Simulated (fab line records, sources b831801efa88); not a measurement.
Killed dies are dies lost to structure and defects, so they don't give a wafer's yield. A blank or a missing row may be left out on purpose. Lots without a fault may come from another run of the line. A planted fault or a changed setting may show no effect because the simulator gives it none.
One fault seen from 2 desks | flow sky130 | each desk has only its own numbers; what lay behind them comes last

THE METROLOGY DESK
What the gauges read, lot by lot, whatever tool the lot ran on: means of the sampled wafers that have a number. A lot is out of limits, marked OUT, if its mean lies more than 4 standard deviations from the usual mean; the brackets give that distance.
Columns: A = VIA1_HDPCVD_THK at SKY_VIA1_THK_MEAS_01, usual 1030 nm; B = CAPM_OVL at SKY_CAPM_OVL_MEAS_12, usual 0.3 nm
lot  | first seen here | A    | B
L804 | day 33 22:56    | 1015 | 0.6
L805 | day 34 06:10    | 1040 | 0.7
L806 | day 34 21:08    | 1043 | 0.3
L807 | day 35 05:34    | 1032 | 1.1
L809 | day 35 16:28    | 1030 | 0.1
L817 | day 39 10:34    | 1042 | 0.2
L818 | day 39 13:30    | 1030 | -3.0
L820 | day 40 01:40    | 1031 | 1.9
L819 | day 40 08:17    | 1042 | 1.4
L822 | day 40 10:17    | 1033 | 0.2
L821 | day 40 15:39    | 1020 | -1.4
This desk's finding: nothing out of limits on any of the 11 lots.

THE TOOL OWNER'S DESK: cmp-02
The tool's own readings at SKY_VIA2_CMP_02 (polishes SiO2): means of the sampled wafers that have a number, for each lot that ran on this tool. A lot is out of limits, marked OUT, if its mean lies more than 4 standard deviations from the usual mean; the brackets give that distance.
Columns: A = motor_current_A at SKY_VIA2_CMP_02, usual 12.9 A
lot  | first seen here | A
L804 | day 36 06:30    | 13.1
L805 | day 36 14:16    | 12.4
L807 | day 37 13:31    | 12.4
L809 | day 37 23:50    | 12.4
L817 | day 41 16:42    | 12.7
L820 | day 42 06:02    | 12.9
L821 | day 42 20:10    | 12.4
This desk's finding: nothing out of limits on any of the 7 lots.

PUT TOGETHER
The metrology desk saw nothing out of limits.
The tool owner's desk saw nothing out of limits.

WHAT THE SIMULATOR HAD PUT IN
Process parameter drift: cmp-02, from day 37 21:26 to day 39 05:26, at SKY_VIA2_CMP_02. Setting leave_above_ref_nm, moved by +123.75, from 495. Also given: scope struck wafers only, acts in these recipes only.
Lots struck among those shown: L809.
